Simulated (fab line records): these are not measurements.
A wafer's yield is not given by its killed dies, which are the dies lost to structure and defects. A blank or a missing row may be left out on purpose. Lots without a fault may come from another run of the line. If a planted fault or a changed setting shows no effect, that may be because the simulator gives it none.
Which tool did it? ; flow gf180mcu ; Sampling: 24 lots, 72 wafers, 3 of 602 route steps

WHAT THE GAUGES SHOWED, per wafer
GF_M4_OVL_MEAS_15.
lot;measured;on;M4_OVL (nm)
L074;day 22 22:40;overlay-02;3 -1 6
L075;day 23 09:47;overlay-01;6 3 1
L076;day 24 21:22;overlay-01;-3 1 -5
L077;day 25 00:39;overlay-02;-1 5 0
L079;day 25 01:31;overlay-01;2 1 9
L078;day 25 03:01;overlay-02;0 1 -2
L080;day 25 10:10;overlay-01;-3 -1 -7
L081;day 25 23:26;overlay-01;2 -5 -3
L082;day 26 03:40;overlay-02;1 4 -1
L083;day 26 16:43;overlay-01;-1 2 -6
L084;day 27 02:28;overlay-01;5 8 2
L085;day 27 08:12;overlay-01;2 3 9
L086;day 27 08:49;overlay-02;-2 -4 -4
L087;day 27 17:52;overlay-01;-7 -1 -10
L088;day 28 07:06;overlay-02;-3 0 -4
L089;day 28 10:10;overlay-02;11 6 3
L090;day 28 18:43;overlay-02;3 6 0
L091;day 28 21:47;overlay-02;-1 -4 -3
L092;day 29 06:12;overlay-02;-1 -1 5
L093;day 29 12:01;overlay-02;-1 4 2
L094;day 29 18:53;overlay-01;0 -4 -5
L095;day 29 22:46;overlay-02;6 12 3
L096;day 30 06:28;overlay-02;2 -2 -6
L097;day 30 14:03;overlay-01;7 4 5

GF_V4_RS_MEAS_24: the measuring method here is four-point-probe.
lot;measured;on;V4_W_RS (ohm/sq)
L074;day 24 00:02;film_metro-01;0.328 0.334 0.330
L075;day 24 10:56;film_metro-03;0.328 0.331 0.333
L076;day 25 21:03;film_metro-01;0.326 0.325 0.322
L077;day 26 00:50;film_metro-04;0.332 0.331 0.334
L079;day 26 01:37;film_metro-03;0.337 0.334 0.331
L078;day 26 03:28;film_metro-03;0.333 0.329 0.329
L080;day 26 09:52;film_metro-04;0.331 0.326 0.331
L081;day 26 22:25;film_metro-04;0.332 0.327 0.327
L082;day 27 02:56;film_metro-03;0.320 0.327 0.324
L083;day 27 15:33;film_metro-03;0.336 0.335 0.335
L084;day 28 00:41;film_metro-01;0.327 0.328 0.323
L085;day 28 06:35;film_metro-01;0.340 0.335 0.334
L086;day 28 07:17;film_metro-04;0.329 0.326 0.326
L087;day 28 15:53;film_metro-01;0.337 0.334 0.338
L088;day 29 03:38;film_metro-01;0.331 0.332 0.333
L089;day 29 07:38;film_metro-03;0.332 0.334 0.332
L090;day 29 16:20;film_metro-03;0.328 0.334 0.335
L091;day 29 18:43;film_metro-03;0.331 0.331 0.338
L092;day 30 02:58;film_metro-01;0.332 0.329 0.332
L093;day 30 09:44;film_metro-04;0.331 0.337 0.331
L094;day 30 15:56;film_metro-03;0.337 0.335 0.332
L095;day 30 20:07;film_metro-03;0.334 0.328 0.332
L096;day 31 02:47;film_metro-01;0.330 0.335 0.329
L097;day 31 10:34;film_metro-01;0.343 0.338 0.335

TOOL THAT RAN EACH LOT (tool first, then ch and the chambers of the sampled wafers, then the start)
lot;GF_V4_SPUTTER_22
L074;pvd_sputter-02, day 23 23:52
L075;pvd_sputter-04, day 24 10:46
L076;pvd_sputter-02, day 25 20:53
L077;pvd_sputter-03, day 26 00:41
L079;pvd_sputter-03, day 26 01:28
L078;pvd_sputter-03, day 26 03:19
L080;pvd_sputter-03, day 26 09:43
L081;pvd_sputter-04, day 26 22:14
L082;pvd_sputter-02, day 27 02:47
L083;pvd_sputter-03, day 27 15:24
L084;pvd_sputter-03, day 28 00:31
L085;pvd_sputter-03, day 28 06:26
L086;pvd_sputter-04, day 28 07:06
L087;pvd_sputter-03, day 28 15:43
L088;pvd_sputter-02, day 29 03:22
L089;pvd_sputter-04, day 29 07:28
L090;pvd_sputter-03, day 29 16:11
L091;pvd_sputter-03, day 29 18:32
L092;pvd_sputter-03, day 30 02:49
L093;pvd_sputter-02, day 30 09:32
L094;pvd_sputter-02, day 30 15:45
L095;pvd_sputter-04, day 30 19:57
L096;pvd_sputter-04, day 31 02:38
L097;pvd_sputter-02, day 31 10:25
- GF_V4_SPUTTER_22: material TiN, target thk 10 nm, time 40 s.

AS READ BY THE TOOLS THEMSELVES (means over the sampled wafers that have a number; for cases with no such wafer, the mark the record gives instead)
GF_V4_SPUTTER_22.
lot;tool;throttle_valve_pct (%)
L074;pvd_sputter-02;29.8
L075;pvd_sputter-04;29.8
L076;pvd_sputter-02;29.6
L077;pvd_sputter-03;30.8
L079;pvd_sputter-03;30.6
L078;pvd_sputter-03;30.7
L080;pvd_sputter-03;30.8
L081;pvd_sputter-04;29.8
L082;pvd_sputter-02;30.1
L083;pvd_sputter-03;30.5
L084;pvd_sputter-03;30.7
L085;pvd_sputter-03;31.0
L086;pvd_sputter-04;29.7
L087;pvd_sputter-03;30.7
L088;pvd_sputter-02;28.8
L089;pvd_sputter-04;30.0
L090;pvd_sputter-03;30.6
L091;pvd_sputter-03;30.6
L092;pvd_sputter-03;30.5
L093;pvd_sputter-02;29.0
L094;pvd_sputter-02;29.8
L095;pvd_sputter-04;29.5
L096;pvd_sputter-04;29.7
L097;pvd_sputter-02;29.7

THE ANSWER, worked out from the rows above alone
Rule: the lots themselves supply what counts as usual. The widest of any qualifying gaps counts: lots, ordered by their means at a reading, are off when they make up no more than a third of the lots, leave a main group of 4 or more, and stand apart from it by 3 or more times the standard deviation of that group's means. A main group whose means are all the same, to the digits that the tables above print for the reading, isn't used. A lot without any number at a reading at which 4 lots or more have one is off too. The other lots that the step has rows for count as sound. First the gauges in route order, then the tools' own readings, where a lot's mean is used as printed above. The first step at which some lot is off is used, and at that step the reading that is off furthest; a lot without a number counts as furthest.
Across all readings shown, no lot is off: no conclusion can be drawn from this.

WHAT THE SIMULATOR HAD INSERTED
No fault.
